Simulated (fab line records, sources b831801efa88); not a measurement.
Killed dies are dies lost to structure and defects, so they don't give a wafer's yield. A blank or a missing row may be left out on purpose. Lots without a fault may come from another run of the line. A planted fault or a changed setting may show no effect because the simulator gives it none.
One fault seen from 2 desks | flow sky130 | each desk has only its own numbers; what lay behind them comes last

THE TOOL OWNER'S DESK: pvd_sputter-04
The tool's own readings at SKY_LI_CONTACT_SPUTTER_20 (material TiN, target thk 20 nm, time 80 s): means of the sampled wafers that have a number, for each lot that ran on this tool. A lot is out of limits, marked OUT, if its mean lies more than 4 standard deviations from the usual mean; the brackets give that distance.
Columns: A = cathode_dc_power_W at SKY_LI_CONTACT_SPUTTER_20, usual 3999.9 W; B = throttle_valve_pct at SKY_LI_CONTACT_SPUTTER_20, usual 29.7 %
lot  | first seen here | A                        | B
L809 | day 30 00:18    | 3999.8                   | 29.1
L811 | day 30 13:50    | 3784.6 (-99 or more) OUT | 30.0
This desk's finding: out of limits on L811; first on L811, day 30 13:50 (cathode_dc_power_W at SKY_LI_CONTACT_SPUTTER_20). In limits: L809.

THE METROLOGY DESK
What the gauges read, lot by lot, whatever tool the lot ran on: means of the sampled wafers that have a number. A lot is out of limits, marked OUT, if its mean lies more than 4 standard deviations from the usual mean; the brackets give that distance.
Columns: A = cd_nm at SKY_LI_CONTACT_CD_MEAS_12, usual 170.1 nm; B = LI_CONTACT_OVL at SKY_LI_CONTACT_OVL_MEAS_13, usual -3 nm
lot  | first seen here | A     | B
L808 | day 29 12:41    | 167.9 | -5
L809 | day 29 23:38    | 169.3 | 2
L811 | day 30 13:11    | 168.4 | -1
L827 | day 35 19:02    | 171.4 | -6
L829 | day 36 06:19    | 170.6 | -5
This desk's finding: nothing out of limits on any of the 5 lots.

PUT TOGETHER
The tool owner's desk could have raised an alarm at day 30 13:50, on L811.
The metrology desk saw nothing out of limits.
The metrology desk has L811 on record, within its limits.
Of the lots named, all ran SKY_LI_CONTACT_SPUTTER_20 on pvd_sputter-04.

WHAT THE SIMULATOR HAD PUT IN
Process parameter drift: pvd_sputter-04, from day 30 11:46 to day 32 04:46, at SKY_LI_CONTACT_SPUTTER_20. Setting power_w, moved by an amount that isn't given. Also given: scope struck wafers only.
Lots struck among those shown: L811.
Hours from the fault's start to each desk's first reading out of limits: the tool owner's desk, 2.
